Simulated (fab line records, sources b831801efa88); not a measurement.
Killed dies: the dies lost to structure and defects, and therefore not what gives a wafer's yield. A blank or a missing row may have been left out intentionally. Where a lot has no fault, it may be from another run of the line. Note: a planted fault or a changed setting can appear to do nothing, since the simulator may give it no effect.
Which tool is to blame? :: flow gf180mcu :: 36 wafers from 12 lots sampled at 2 of the route's 602 steps

== WHAT EACH GAUGE READ, for each wafer ==
GF_M4_CD_MEAS_14: target cd 280 nm. Usual: cd_nm 279.9 nm, standard deviation 1.1.
lot: L326
measured: day 23 08:06
on: cd_sem-02
cd_nm (nm): 279.0 279.4 279.1
flag: 

lot: L328
measured: day 24 13:55
on: cd_sem-01
cd_nm (nm): 280.2 280.2 280.5
flag: 

lot: L330
measured: day 24 18:13
on: cd_sem-02
cd_nm (nm): 278.3 278.5 277.9
flag: 

lot: L329
measured: day 24 23:34
on: cd_sem-01
cd_nm (nm): 280.3 280.1 280.7
flag: 

lot: L331
measured: day 25 06:10
on: cd_sem-01
cd_nm (nm): 281.6 282.0 282.0
flag: 

lot: L333
measured: day 26 00:04
on: cd_sem-02
cd_nm (nm): 282.4 280.8 280.5
flag: 

lot: L335
measured: day 26 09:20
on: cd_sem-02
cd_nm (nm): 280.5 279.7 281.1
flag: 

lot: L336
measured: day 26 21:25
on: cd_sem-02
cd_nm (nm): 279.1 279.8 278.9
flag: 

lot: L337
measured: day 27 01:01
on: cd_sem-01
cd_nm (nm): 280.5 280.1 280.1
flag: 

lot: L341
measured: day 28 10:22
on: cd_sem-01
cd_nm (nm): 279.6 278.3 278.6
flag: 

lot: L346
measured: day 29 20:38
on: cd_sem-01
cd_nm (nm): 280.6 280.8 280.3
flag: 

lot: L348
measured: day 30 05:58
on: cd_sem-01
cd_nm (nm): 280.0 280.2 279.7
flag: 

GF_V4_THK_MEAS_01. Usual: V4_CVD_00_THK 598 nm, standard deviation 7.4.
lot: L326
measured: day 23 09:01
on: film_metro-02
V4_CVD_00_THK (nm): 607 602 585
flag: 

lot: L328
measured: day 24 14:47
on: film_metro-02
V4_CVD_00_THK (nm): 595 593 590
flag: 

lot: L330
measured: day 24 19:06
on: film_metro-04
V4_CVD_00_THK (nm): 601 602 606
flag: 

lot: L329
measured: day 25 00:30
on: film_metro-03
V4_CVD_00_THK (nm): 591 606 595
flag: 

lot: L331
measured: day 25 07:02
on: film_metro-03
V4_CVD_00_THK (nm): 601 597 591
flag: 

lot: L333
measured: day 26 01:04
on: film_metro-04
V4_CVD_00_THK (nm): 619 605 601
flag: 

lot: L335
measured: day 26 10:16
on: film_metro-04
V4_CVD_00_THK (nm): 609 595 612
flag: 

lot: L336
measured: day 26 22:19
on: film_metro-02
V4_CVD_00_THK (nm): 605 595 609
flag: 

lot: L337
measured: day 27 01:55
on: film_metro-03
V4_CVD_00_THK (nm): 609 608 607
flag: 

lot: L341
measured: day 28 11:17
on: film_metro-04
V4_CVD_00_THK (nm): 598 601 601
flag: 

lot: L346
measured: day 29 21:52
on: film_metro-03
V4_CVD_00_THK (nm): 597 588 584
flag: 

lot: L348
measured: day 30 06:53
on: film_metro-02
V4_CVD_00_THK (nm): 600 596 589
flag: 

== WHAT TOOL EACH LOT RAN ON (gives the tool, then ch and the chambers of the sampled wafers, and finally the start) ==
No process step before these readings appears in the record.

== WHAT THE TOOLS THEMSELVES READ (means of the sampled wafers that have a number; where no wafer has one, the mark that the record gives instead) ==
The record holds no such reading with a usual standard deviation.

== THE ANSWER, worked out from the rows above alone ==
Rule: lot off if the mean of its wafers having a number is beyond 3 standard deviations from the usual mean. A lot without any number at a reading at which 4 lots or more have one is off too. The other lots that the step has rows for count as sound. First the gauges in route order, then the tools' own readings, where a lot's mean is used as printed above. The first step at which some lot is off is used, and at that step the reading that is off furthest; a lot without a number counts as furthest.
Across all readings shown, no lot is off: no conclusion can be drawn from this.

== WHAT THE SIMULATOR HAD PUT IN ==
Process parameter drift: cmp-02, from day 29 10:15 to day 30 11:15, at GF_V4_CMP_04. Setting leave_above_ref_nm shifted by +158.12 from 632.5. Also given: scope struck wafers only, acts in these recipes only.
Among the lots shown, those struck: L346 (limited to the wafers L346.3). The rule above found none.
